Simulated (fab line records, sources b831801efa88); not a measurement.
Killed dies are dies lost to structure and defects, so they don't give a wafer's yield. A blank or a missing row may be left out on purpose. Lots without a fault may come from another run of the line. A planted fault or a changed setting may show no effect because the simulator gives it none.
Problem report in the 8D (eight disciplines) form, filled by code | flow sky130 | the parts of the form that need people (team, actions taken, sign-off) are left out

1. THE PROBLEM
beam_energy_keV at SKY_SONOS_TUNNEL_IMPLANT_09 reads a mean of 18.675 on 6 wafers of 2 lots; wafers without a fault read 20.000 with a standard deviation of 0.0058. That is -99 or more standard deviations from the usual mean.
First seen on wafer L129.1, day 15 02:04, on implanter-03. The record holds 39 wafers of 13 lots with a number at this step. Rule for "out", or "out of limits": more than 4 standard deviations from the usual mean. The other wafers with a number count as sound.

2. WHAT IT IS AND WHAT IT IS NOT
question                    | is                     | is not
which readings at this step | beam_energy_keV        | end_station_pressure_torr
which lots                  | L129, L133             | L120, L121, L122, L123, L124, L134, L135, L136, L139, L140, L141
which wafers of those lots  | all that have a number | -
read on which tools         | implanter-03           | implanter-01, implanter-02
when                        | from day 15 02:04      | up to then (15 sound wafers); but 18 sound wafers of L134, L135, L136, L139, L140, L141 came after

3. SUSPECTS, AND WHAT RULES EACH OUT
Counting: a tool at a process step up to the reading stays a suspect if it ran every lot that is out and no sound lot after the first of them.
- implanter-03 at SKY_SONOS_TUNNEL_IMPLANT_09: ruled out as a lasting fault. Sound lots L139, L140, L141 ran on it after its first lot that is out, L129 (day 15 02:04).
Left after counting: nothing in the record.

4. THE CAUSE (what the simulator had put in)
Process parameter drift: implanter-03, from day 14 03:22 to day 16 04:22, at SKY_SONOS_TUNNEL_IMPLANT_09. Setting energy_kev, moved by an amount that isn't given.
Counting ruled it out, wrongly.

5. THE CHAIN OF EFFECTS, in route order
Each row: a reading whose mean over the struck wafers that have a number lies more than 3 standard deviations from the usual. Only readings for which the record gives a usual standard deviation are gone through. hours: the time from each lot's start at the first step in this table that gives one to its start at this step, as a median over the lots. sigmas: the change in usual standard deviations.
hours | step                        | reading         | usual  | on struck wafers | change | sigmas
0     | SKY_SONOS_TUNNEL_IMPLANT_09 | beam_energy_keV | 20.000 | 18.675           | -1.325 | -99 or more
The process steps in it:
- SKY_SONOS_TUNNEL_IMPLANT_09
Later measuring or inspecting steps at which every struck wafer that the step has a row for has a number for every such reading, and none has moved that far: SKY_SD_N_OVL_MEAS_08, SKY_SD_N_RS_MEAS_18.

6. WHAT WOULD HAVE CAUGHT IT SOONER
In this record the first reading out of limits was taken at day 15 02:04, 23 hours after the fault began at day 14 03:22.
